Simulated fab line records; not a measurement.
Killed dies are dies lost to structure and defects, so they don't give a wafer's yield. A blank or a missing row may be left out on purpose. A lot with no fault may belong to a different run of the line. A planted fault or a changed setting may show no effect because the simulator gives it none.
The tool behind it: which one? | flow gf180mcu | 13 lots with 39 wafers sampled at 4 steps, on a route of 602 steps

## WHAT EACH GAUGE READ, for each wafer
GF_NSD_OVL_MEAS_08.
lot  | measured     | on         | NSD_OVL (nm)
L660 | day 13 04:02 | overlay-02 | -3.5 -2.3 -3.1
L662 | day 13 23:58 | overlay-01 | -0.4 -2.7 -2.6
L665 | day 15 11:22 | overlay-01 | 0.3 1.8 2.2
L668 | day 16 04:37 | overlay-02 | -1.3 -1.3 -1.5
L671 | day 17 02:47 | overlay-01 | -1.2 -0.7 -0.8
L673 | day 17 19:04 | overlay-02 | -2.7 -1.7 -3.7
L674 | day 18 00:58 | overlay-01 | 0.9 0.2 0.0
L677 | day 19 01:46 | overlay-01 | 0.2 1.2 0.3
L679 | day 19 20:22 | overlay-02 | -1.2 -1.8 -1.3
L680 | day 20 06:04 | overlay-01 | -1.6 -0.7 -2.3
L681 | day 20 12:32 | overlay-02 | 0.7 0.2 1.4
L682 | day 20 19:50 | overlay-01 | -1.6 -1.5 -1.0
L683 | day 21 06:10 | overlay-01 | 0.7 -0.9 0.7

GF_SALICIDE_RS_MEAS_04: measurement is done with a four-point probe.
lot  | measured     | on            | SALICIDE_TIN_RS (ohm/sq)
L660 | day 14 21:49 | film-metro-04 | 16.14 16.53 16.42
L662 | day 15 18:57 | film-metro-01 | 16.13 16.51 16.44
L665 | day 17 10:07 | film-metro-01 | 16.56 16.01 16.70
L668 | day 18 02:19 | film-metro-01 | 16.50 16.66 16.61
L671 | day 19 01:01 | film-metro-01 | 17.21 17.65 16.20
L673 | day 19 18:55 | film-metro-04 | 16.65 16.10 16.08
L674 | day 20 02:20 | film-metro-04 | 16.03 15.88 16.15
L677 | day 21 03:10 | film-metro-03 | 16.33 16.82 16.08
L679 | day 21 21:16 | film-metro-03 | 15.83 15.98 16.03
L680 | day 22 06:58 | film-metro-03 | 16.45 16.47 16.17
L681 | day 22 13:26 | film-metro-01 | 16.01 16.32 16.37
L682 | day 22 20:44 | film-metro-01 | 15.98 16.09 16.10
L683 | day 23 07:47 | film-metro-01 | 16.64 16.43 16.39

## TOOL THAT RAN EACH LOT (tool first, then ch and the chambers of the sampled wafers, then the start)
lot  | GF_HV_LDD_ETCHBACK_58              | GF_SALICIDE_SPUTTER_02
L660 | rie-diel-02 ch 1,2,3, day 12 08:19 | pvd-sputter-03, day 14 21:45
L662 | rie-diel-04 ch 0,3, day 13 03:46   | pvd-sputter-04, day 15 18:54
L665 | rie-diel-04 ch 0,2,3, day 14 13:59 | pvd-sputter-04, day 17 10:04
L668 | rie-diel-02 ch 0,3, day 15 06:19   | pvd-sputter-03, day 18 02:16
L671 | rie-diel-02 ch 1,2, day 16 03:29   | pvd-sputter-01, day 19 00:56
L673 | rie-diel-02 ch 0,1,2, day 16 20:31 | pvd-sputter-04, day 19 18:52
L674 | rie-diel-03 ch 1,3, day 17 03:40   | pvd-sputter-04, day 20 02:16
L677 | rie-diel-02 ch 0,1,2, day 18 02:46 | pvd-sputter-04, day 21 03:07
L679 | rie-diel-04 ch 1,2,3, day 18 20:05 | pvd-sputter-04, day 21 21:12
L680 | rie-diel-03 ch 2,3, day 19 06:04   | pvd-sputter-03, day 22 06:53
L681 | rie-diel-03 ch 0,1,2, day 19 12:25 | pvd-sputter-04, day 22 13:22
L682 | rie-diel-04 ch 0,1, day 19 19:46   | pvd-sputter-03, day 22 20:38
L683 | rie-diel-04 ch 0,1,2, day 20 06:19 | pvd-sputter-04, day 23 07:43
- GF_HV_LDD_ETCHBACK_58: etches Si3N4 in CH3F/O2, stops on SiO2, time 100 s, target depth 90 nm.
- GF_SALICIDE_SPUTTER_02: material Co, target thk 10 nm, time 20 s.

## AS READ BY THE TOOLS THEMSELVES (means over the sampled wafers that have a number; for cases with no such wafer, the mark the record gives instead)
GF_HV_LDD_ETCHBACK_58.
lot  | tool        | chamber-pressure-mTorr (mTorr) | drypump-motor-current-A (A) | oes-product-au (a.u.) | throttle-valve-pct (%)
L660 | rie-diel-02 | 24.995                         | 6.0                         | 0.843                 | 10.564
L662 | rie-diel-04 | 25.013                         | 5.8                         | 0.842                 | 10.570
L665 | rie-diel-04 | 24.989                         | 6.0                         | 0.843                 | 10.557
L668 | rie-diel-02 | 25.016                         | 5.8                         | 0.836                 | 10.563
L671 | rie-diel-02 | 25.001                         | 6.3                         | 0.848                 | 10.574
L673 | rie-diel-02 | 24.984                         | 6.3                         | 0.841                 | 10.560
L674 | rie-diel-03 | 24.975                         | 5.2                         | 0.845                 | 10.561
L677 | rie-diel-02 | 24.999                         | 6.3                         | 0.840                 | 10.560
L679 | rie-diel-04 | 24.979                         | 6.1                         | 0.845                 | 10.564
L680 | rie-diel-03 | 25.000                         | 5.1                         | 0.851                 | 10.555
L681 | rie-diel-03 | 24.984                         | 5.2                         | 0.842                 | 10.567
L682 | rie-diel-04 | 24.997                         | 5.0                         | 0.840                 | 10.562
L683 | rie-diel-04 | 25.029                         | 5.6                         | 0.838                 | 10.564

GF_SALICIDE_SPUTTER_02.
lot  | tool           | throttle-valve-pct (%)
L660 | pvd-sputter-03 | 29.6
L662 | pvd-sputter-04 | 30.3
L665 | pvd-sputter-04 | 29.5
L668 | pvd-sputter-03 | 28.9
L671 | pvd-sputter-01 | 29.9
L673 | pvd-sputter-04 | 30.4
L674 | pvd-sputter-04 | 29.4
L677 | pvd-sputter-04 | 30.4
L679 | pvd-sputter-04 | 30.7
L680 | pvd-sputter-03 | 29.0
L681 | pvd-sputter-04 | 30.8
L682 | pvd-sputter-03 | 29.3
L683 | pvd-sputter-04 | 30.1

## THE ANSWER, worked out from the rows above alone
Rule: what is usual is taken from the lots themselves. Put in order of their means at a reading, lots are off if they are a third of the lots or fewer, leave a main group of 4 or more, and stand apart from it by a gap of 3 or more times the standard deviation of the main group's means; of several such gaps the widest counts. If all means in a main group match to the digits the tables above print for the reading, that group is not used. Also off: a lot with no number at a reading for which 4 or more lots have one. All remaining lots with rows at the step are treated as sound. After the gauges, taken in route order, come the tools' own readings; for these a lot's mean is taken, as printed above. At the first step where some lot is off, the reading lying furthest off is the one used; lots without a number count as furthest.
Across all readings shown, no lot is off: no conclusion can be drawn from this.

## WHAT THE SIMULATOR PUT IN
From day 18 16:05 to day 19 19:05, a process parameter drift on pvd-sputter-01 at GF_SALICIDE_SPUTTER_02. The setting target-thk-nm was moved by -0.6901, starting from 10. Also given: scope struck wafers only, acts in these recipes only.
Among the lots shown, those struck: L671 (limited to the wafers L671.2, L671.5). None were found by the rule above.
